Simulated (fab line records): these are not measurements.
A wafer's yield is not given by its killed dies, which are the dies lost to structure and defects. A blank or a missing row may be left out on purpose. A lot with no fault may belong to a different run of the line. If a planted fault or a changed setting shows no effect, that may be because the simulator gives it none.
8D (eight disciplines) problem report, filled in by code :: flow gf180mcu :: the parts of the form that need people (team, actions taken, sign-off) are left out

## 1. WHAT WENT WRONG
At GF_M1_SOFTBAKE_10, run length s averages 100.38 s over 6 wafers from 2 lots, while fault-free wafers read 89.33 s, standard deviation 0.14. That is +79 standard deviations from the usual mean.
The step: time 60 s.
The first sign was on wafer L853.1 at day 18 13:56, on litho track-03. The record has a number at this step for 39 wafers belonging to 13 lots. Rule for "out" (also "out of limits"): further than 4 standard deviations from the usual mean. The other wafers with a number count as sound.

## 2. WHAT IT IS AND WHAT IT IS NOT
question: which readings at this step
is: run length s
is not: -

question: which lots
is: L853, L854
is not: L848, L849, L855, L860, L861, L863, L865, L867, L868, L869, L870

question: which wafers of those lots
is: all that have a number
is not: -

question: read on which tools
is: litho track-03
is not: litho track-02, litho track-04

question: when
is: from day 18 13:56
is not: up to then (6 sound wafers); but 27 sound wafers of L855, L860, L861, L863, L865, L867, L868, L869, L870 came after

## 3. THE SUSPECTS, EACH WITH WHAT RULES IT OUT
Counting: any tool at a process step up to the reading is kept as a suspect provided that every lot that is out went through it and no sound lot did after the first of them.
- plasma asher-03 at GF_CONTACT_STRIP_18 (strips in O2/N2): ruled out as a lasting fault. Following L853 (day 18 01:09), the first lot on it that is out, the sound lots L860, L867 were run on it.
- litho track-03 at GF_M1_SOFTBAKE_10 (time 60 s): ruled out as a lasting fault. Following L853 (day 18 13:56), the first lot on it that is out, the sound lots L863, L865, L869, L870 were run on it.
Left after counting: nothing in the record.

## 4. THE CAUSE (what the simulator had put in)
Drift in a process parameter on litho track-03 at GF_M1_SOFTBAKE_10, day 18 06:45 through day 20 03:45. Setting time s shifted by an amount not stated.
Counting ruled it out, wrongly.

## 5. SEQUENCE OF EFFECTS, ordered by route
Rows list readings where the struck wafers' mean (over those with a number) sits beyond 3 standard deviations from the usual. Only readings whose record carries a usual standard deviation are examined. hours: median over the lots of the time between each lot's start at the first step of this table that gives one and its start at this step. sigmas: the change, counted in usual standard deviations.
hours: 0
step: GF_M1_SOFTBAKE_10
reading: run length s
usual: 89.33 s
on struck wafers: 100.38
change: +11.05
sigmas: +79
Process steps it contains:
- GF_M1_SOFTBAKE_10: time 60 s.

## 6. HOW IT WOULD HAVE BEEN CAUGHT EARLIER
7 hours passed between the start of the fault at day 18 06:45 and the first reading out of limits in this record, taken at day 18 13:56.
